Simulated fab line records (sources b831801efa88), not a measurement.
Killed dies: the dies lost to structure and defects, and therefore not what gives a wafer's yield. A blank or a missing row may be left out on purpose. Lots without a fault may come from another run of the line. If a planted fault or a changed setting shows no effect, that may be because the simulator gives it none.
One fault through the eyes of 2 desks | flow gf180mcu | what lay behind the numbers comes last; until then each desk has only its own

== METROLOGY DESK ==
Lot by lot, what the gauges showed, no matter which tool ran the lot: averages of those sampled wafers that carry a number. Marked OUT: a lot whose mean sits more than 4 standard deviations from the usual mean, which makes it out of limits; the brackets give that distance.
Columns: A = CONTACT_CVD_02_THK at GF_CONTACT_THK_MEAS_03, usual 858 nm
lot  | first seen here | A
L750 | day 15 08:13    | 865
L752 | day 15 22:09    | 869
L753 | day 16 15:40    | 854
L757 | day 18 04:34    | 842
L758 | day 18 09:49    | 855
L759 | day 19 02:32    | 857
L760 | day 19 05:10    | 870
L765 | day 20 20:09    | 862
L766 | day 21 06:10    | 863
L767 | day 21 11:16    | 865
L768 | day 21 20:03    | 860
L769 | day 22 08:19    | 863
L770 | day 22 11:55    | 865
L771 | day 22 18:11    | 871
L773 | day 23 10:19    | 862
This desk's finding: nothing out of limits on any of the 15 lots.

== DESK OF THE TOOL OWNER: iline_stepper-01 ==
The tool's own readings at GF_PSD_EXPOSE_04 (exposes mask Pplus, target cd 400 nm): means of the sampled wafers that have a number, for each lot that ran on this tool. Marked OUT: a lot whose mean sits more than 4 standard deviations from the usual mean, which makes it out of limits; the brackets give that distance.
Columns: A = exposure_dose_mJ_cm2 at GF_PSD_EXPOSE_04, usual 140.03; B = focus_offset_nm at GF_PSD_EXPOSE_04, usual 0.1 nm; C = reticle_temp_C at GF_PSD_EXPOSE_04, usual 22.99 C
lot  | first seen here | A      | B    | C
L750 | day 13 22:43    | 139.82 | 0.3  | 22.97
L752 | day 14 12:05    | 139.96 | 0.1  | 23.09
L753 | day 15 05:03    | 140.12 | -0.2 | 22.89
L767 | day 19 20:27    | 139.96 | 0.1  | 23.05
L769 | day 20 18:55    | 140.07 | 0.6  | 23.00
L770 | day 20 22:25    | 139.99 | -0.5 | 23.11
L771 | day 21 03:58    | 140.13 | 0.7  | 23.08
L773 | day 21 22:06    | 140.01 | 0.6  | 22.93
This desk's finding: nothing out of limits on any of the 8 lots.

== TAKEN TOGETHER ==
At the metrology desk, nothing out of limits was observed.
The desk of the tool owner found nothing out of limits.

== WHAT HAD BEEN PUT IN BY THE SIMULATOR ==
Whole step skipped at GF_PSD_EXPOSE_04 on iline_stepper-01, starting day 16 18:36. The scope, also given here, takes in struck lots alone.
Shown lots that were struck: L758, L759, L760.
